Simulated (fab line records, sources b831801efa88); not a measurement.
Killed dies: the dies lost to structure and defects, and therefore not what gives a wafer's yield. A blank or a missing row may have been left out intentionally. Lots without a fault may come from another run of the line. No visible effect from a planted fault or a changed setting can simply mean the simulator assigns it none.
The tool behind it: which one? + flow gf180mcu + 13 lots with 39 wafers sampled at 4 steps, on a route of 602 steps

## WHAT EACH GAUGE READ, for each wafer
GF_NSD_CD_MEAS_07: target cd 400 nm.
| lot  | measured     | on        | cd_nm (nm)        |
|------|--------------|-----------|-------------------|
| L906 | day 14 16:14 | cd_sem-01 | 397.0 398.0 396.9 |
| L907 | day 15 00:29 | cd_sem-02 | 400.9 401.0 401.2 |
| L908 | day 15 22:16 | cd_sem-02 | 400.8 399.8 398.1 |
| L910 | day 16 02:28 | cd_sem-01 | 404.0 404.3 401.5 |
| L911 | day 16 03:02 | cd_sem-02 | 401.3 402.9 400.6 |
| L913 | day 17 01:34 | cd_sem-02 | 400.4 397.3 396.8 |
| L914 | day 17 05:23 | cd_sem-01 | 396.5 396.0 396.1 |
| L917 | day 18 11:20 | cd_sem-02 | 399.1 398.8 398.4 |
| L918 | day 18 17:26 | cd_sem-02 | 399.5 403.5 399.4 |
| L919 | day 19 04:10 | cd_sem-02 | 381.4 379.4 383.1 |
| L920 | day 19 11:01 | cd_sem-02 | 384.9 385.2 384.7 |
| L922 | day 20 08:31 | cd_sem-02 | 398.2 397.6 400.0 |
| L923 | day 20 16:43 | cd_sem-02 | 388.5 387.3 389.3 |

GF_M1_OVL_MEAS_15.
| lot  | measured     | on         | M1_OVL (nm) |
|------|--------------|------------|-------------|
| L906 | day 18 14:46 | overlay-01 | -5 0 -1     |
| L907 | day 19 00:51 | overlay-01 | 8 9 5       |
| L908 | day 20 01:37 | overlay-02 | -3 -7 -3    |
| L910 | day 20 05:40 | overlay-02 | 4 4 1       |
| L911 | day 20 06:37 | overlay-02 | -3 11 2     |
| L913 | day 21 06:48 | overlay-01 | -1 3 -4     |
| L914 | day 21 10:01 | overlay-01 | 2 -1 0      |
| L917 | day 22 16:51 | overlay-02 | 9 6 5       |
| L918 | day 22 21:04 | overlay-02 | 1 -3 -1     |
| L919 | day 23 08:11 | overlay-01 | 6 -1 3      |
| L920 | day 23 14:13 | overlay-02 | 9 -5 5      |
| L922 | day 24 09:11 | overlay-02 | 1 -3 -4     |
| L923 | day 24 17:45 | overlay-01 | 6 11 5      |

GF_V2_BOW_MEAS_05.
| lot  | measured     | on            | V2_BOW (um) |
|------|--------------|---------------|-------------|
| L906 | day 20 20:16 | film_metro-03 | 107 98 105  |
| L907 | day 21 05:55 | film_metro-03 | 100 106 108 |
| L908 | day 22 06:34 | film_metro-03 | 109 107 110 |
| L910 | day 22 10:52 | film_metro-03 | 91 101 94   |
| L911 | day 22 11:03 | film_metro-03 | 118 98 103  |
| L913 | day 23 09:52 | film_metro-03 | 91 98 94    |
| L914 | day 23 12:34 | film_metro-03 | 102 81 102  |
| L917 | day 24 17:41 | film_metro-03 | 93 88 93    |
| L918 | day 24 22:20 | film_metro-04 | 98 107 105  |
| L919 | day 25 22:01 | film_metro-03 | 103 109 88  |
| L920 | day 26 00:38 | film_metro-01 | 92 98 98    |
| L922 | day 26 15:15 | film_metro-04 | 92 107 100  |
| L923 | day 26 22:10 | film_metro-01 | 102 96 102  |

## TOOL THAT RAN EACH LOT (tool first, then ch and the chambers of the sampled wafers, then the start)
| lot  | GF_NSD_EXPOSE_04                    |
|------|-------------------------------------|
| L906 | iline_stepper-02 ch 0, day 14 05:58 |
| L907 | iline_stepper-01 ch 0, day 14 14:30 |
| L908 | iline_stepper-02 ch 0, day 15 11:53 |
| L910 | iline_stepper-01 ch 0, day 15 16:12 |
| L911 | iline_stepper-02 ch 0, day 15 16:30 |
| L913 | iline_stepper-01 ch 0, day 16 14:19 |
| L914 | iline_stepper-02 ch 0, day 16 19:04 |
| L917 | iline_stepper-02 ch 0, day 17 23:25 |
| L918 | iline_stepper-02 ch 0, day 18 05:02 |
| L919 | iline_stepper-02 ch 0, day 18 15:56 |
| L920 | iline_stepper-02 ch 0, day 18 23:01 |
| L922 | iline_stepper-01 ch 0, day 19 20:40 |
| L923 | iline_stepper-02 ch 0, day 20 05:16 |
- GF_NSD_EXPOSE_04: exposes mask Nplus, target cd 400 nm.

## AS READ BY THE TOOLS THEMSELVES (means over the sampled wafers that have a number; for cases with no such wafer, the mark the record gives instead)
GF_NSD_EXPOSE_04.
| lot  | tool             | exposure_dose_mJ_cm2 |
|------|------------------|----------------------|
| L906 | iline_stepper-02 | 139.76               |
| L907 | iline_stepper-01 | 139.84               |
| L908 | iline_stepper-02 | 139.82               |
| L910 | iline_stepper-01 | 139.87               |
| L911 | iline_stepper-02 | 140.03               |
| L913 | iline_stepper-01 | 139.97               |
| L914 | iline_stepper-02 | 140.03               |
| L917 | iline_stepper-02 | 139.93               |
| L918 | iline_stepper-02 | 139.93               |
| L919 | iline_stepper-02 | 132.50               |
| L920 | iline_stepper-02 | 132.31               |
| L922 | iline_stepper-01 | 140.15               |
| L923 | iline_stepper-02 | 134.94               |

## THE ANSWER, worked out from the rows above alone
Rule: the usual values come from the lots themselves. The widest of any qualifying gaps counts: lots, ordered by their means at a reading, are off when they make up no more than a third of the lots, leave a main group of 4 or more, and stand apart from it by 3 or more times the standard deviation of that group's means. If all means in a main group match to the digits the tables above print for the reading, that group is not used. Also off: a lot with no number at a reading for which 4 or more lots have one. Where the step has rows for the other lots, those lots are counted as sound. The gauges are gone through in route order, then the tools' own readings, and for those a lot's mean is taken as printed above. The first step at which some lot is off is used, and at that step the reading that is off furthest; a lot without a number counts as furthest.
Off, at GF_NSD_CD_MEAS_07 on cd_nm: L919, L920, L923. The main group has a mean of 399.5 nm with a standard deviation of 2.
If a tool, at a process step before that reading, ran all the lots that are off and no sound lot after the first of them, it fits. The gauges at GF_NSD_CD_MEAS_07 aren't tried: what is off there is off at GF_NSD_EXPOSE_04 too, on other tools, and a gauge's error can't cause that. One fits: GF_NSD_EXPOSE_04 on iline_stepper-02. A fault onset in the window from L918 (day 18 05:02, its last sound lot) to L919 (day 18 15:56, its first lot off) fits.
The tool's own readings at GF_NSD_EXPOSE_04 bear it out: on the lots that are off they differ by more than 5 times the standard deviation of the sound lots' means. exposure_dose_mJ_cm2 reads 133.25 there against 139.93 on the sound lots.

## WHAT THE SIMULATOR PUT IN
Process parameter drift: iline_stepper-02, from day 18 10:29 on, at GF_NSD_EXPOSE_04. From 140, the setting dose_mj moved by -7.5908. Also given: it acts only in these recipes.
Lots struck among those shown: L919, L920, L923. The rule above found the same.
